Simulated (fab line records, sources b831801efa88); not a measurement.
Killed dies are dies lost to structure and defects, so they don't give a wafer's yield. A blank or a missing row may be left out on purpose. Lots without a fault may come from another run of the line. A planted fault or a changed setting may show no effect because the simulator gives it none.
Problem report in the 8D (eight disciplines) form, filled by code | flow sky130 | the parts of the form that need people (team, actions taken, sign-off) are left out

1. THE PROBLEM
beam_energy_keV at SKY_VT_ADJUST_NCORE_IMPLANT_09 reads a mean of 9.7501 on 6 wafers of 2 lots; wafers without a fault read 9.9997 with a standard deviation of 0.0028. That is -89 standard deviations from the usual mean.
First seen on wafer L435.1, day 12 00:23, on implanter-02. The record holds 18 wafers of 6 lots with a number at this step. Rule for "out", or "out of limits": more than 4 standard deviations from the usual mean. The other wafers with a number count as sound.

2. WHAT IT IS AND WHAT IT IS NOT
question                    | is                     | is not
which readings at this step | beam_energy_keV        | beam_on_s, dose_ions_cm2
which lots                  | L435, L438             | L434, L439, L442, L448
which wafers of those lots  | all that have a number | -
read on which tools         | implanter-02           | implanter-03, implanter-04
when                        | from day 12 00:23      | up to then (3 sound wafers); but 9 sound wafers of L439, L442, L448 came after

3. SUSPECTS, AND WHAT RULES EACH OUT
Counting: a tool at a process step up to the reading stays a suspect if it ran every lot that is out and no sound lot after the first of them.
- implanter-02 at SKY_VT_ADJUST_NCORE_IMPLANT_09: kept. It ran every lot that is out, first L435 (day 12 00:23), and no sound lot after that; its last sound lot up to then is L434 (day 11 10:35). Its own readings are out on those wafers: beam_energy_keV.
Left after counting: implanter-02 at SKY_VT_ADJUST_NCORE_IMPLANT_09.

4. THE CAUSE (what the simulator had put in)
Process parameter drift: implanter-02, from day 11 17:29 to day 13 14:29, at SKY_VT_ADJUST_NCORE_IMPLANT_09. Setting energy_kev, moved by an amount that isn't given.
Counting left only this tool.

5. THE CHAIN OF EFFECTS, in route order
Each row: a reading whose mean over the struck wafers that have a number lies more than 3 standard deviations from the usual. Only readings for which the record gives a usual standard deviation are gone through. hours: the time from each lot's start at the first step in this table that gives one to its start at this step, as a median over the lots. sigmas: the change in usual standard deviations.
hours | step                           | reading         | usual  | on struck wafers | change  | sigmas
0     | SKY_VT_ADJUST_NCORE_IMPLANT_09 | beam_energy_keV | 9.9997 | 9.7501           | -0.2496 | -89
The process steps in it:
- SKY_VT_ADJUST_NCORE_IMPLANT_09

6. WHAT WOULD HAVE CAUGHT IT SOONER
In this record the first reading out of limits was taken at day 12 00:23, 7 hours after the fault began at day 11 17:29.
